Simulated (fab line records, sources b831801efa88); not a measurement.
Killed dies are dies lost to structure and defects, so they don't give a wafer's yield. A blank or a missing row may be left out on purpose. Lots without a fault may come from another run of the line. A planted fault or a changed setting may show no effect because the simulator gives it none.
One fault seen from 2 desks | flow sky130 | each desk has only its own numbers; what lay behind them comes last

THE METROLOGY DESK
What the gauges read, lot by lot, whatever tool the lot ran on: means of the sampled wafers that have a number. A lot is out of limits, marked OUT, if its mean lies more than 4 standard deviations from the usual mean; the brackets give that distance.
Columns: A = INCOMING_BOW at SKY_FIELD_ISO_BOW_MEAS_00, usual -1 um; B = VT_ADJUST_LVTN_TW at SKY_VT_ADJUST_LVTN_TW_MEAS_10, usual 243.3
lot  | first seen here | A  | B
L965 | day 1 10:01     | 3  | 244.3
L966 | day 1 15:01     | -1 | 244.5
L967 | day 1 20:00     | -4 | 245.1
L970 | day 2 11:00     | 5  | 244.5
L972 | day 2 21:00     | 5  | 245.0
L978 | day 4 03:00     | -1 | 242.0
L979 | day 4 08:02     | -1 | 243.7
L980 | day 4 13:01     | -1 | 242.6
L982 | day 4 23:04     | -3 | 239.1
L984 | day 5 09:02     | -5 | 245.3
L986 | day 5 19:01     | 3  | 241.6
L987 | day 6 00:04     | 1  | 243.7
This desk's finding: nothing out of limits on any of the 12 lots.

THE TOOL OWNER'S DESK: rie_si-02
The tool's own readings at SKY_FIELD_ISO_ETCH_17 (etches Si in HBr/Cl2/O2, target depth 342 nm, time 97.7 s): means of the sampled wafers that have a number, for each lot that ran on this tool. A lot is out of limits, marked OUT, if its mean lies more than 4 standard deviations from the usual mean; the brackets give that distance.
Columns: A = drypump_motor_current_A at SKY_FIELD_ISO_ETCH_17, usual 5.5 A; B = oes_product_au at SKY_FIELD_ISO_ETCH_17, usual 1.003 a.u.; C = run_length_s at SKY_FIELD_ISO_ETCH_17, usual 126.1 s; D = throttle_valve_pct at SKY_FIELD_ISO_ETCH_17, usual 25.654 %
lot  | first seen here | A   | B     | C                | D
L967 | day 2 19:19     | 6.1 | 0.989 | 126.2            | 25.663
L970 | day 3 06:25     | 5.5 | 1.004 | 125.8            | 25.651
L972 | day 3 15:59     | 5.8 | 1.006 | 125.7            | 25.663
L978 | day 5 01:01     | 6.0 | 1.004 | 129.2 (+7.1) OUT | 25.647
This desk's finding: out of limits on L978; first on L978, day 5 01:01 (run_length_s at SKY_FIELD_ISO_ETCH_17). In limits: L967, L970, L972.

PUT TOGETHER
The tool owner's desk could have raised an alarm at day 5 01:01, on L978.
The metrology desk saw nothing out of limits.
The metrology desk has L978 on record, within its limits.
Of the lots named, all ran SKY_FIELD_ISO_ETCH_17 on rie_si-02.

WHAT THE SIMULATOR HAD PUT IN
Process parameter drift: rie_si-02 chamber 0, from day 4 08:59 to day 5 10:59, at SKY_FIELD_ISO_ETCH_17. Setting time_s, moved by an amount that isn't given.
Lots struck among those shown: L978.
Hours from the fault's start to each desk's first reading out of limits: the tool owner's desk, 16.
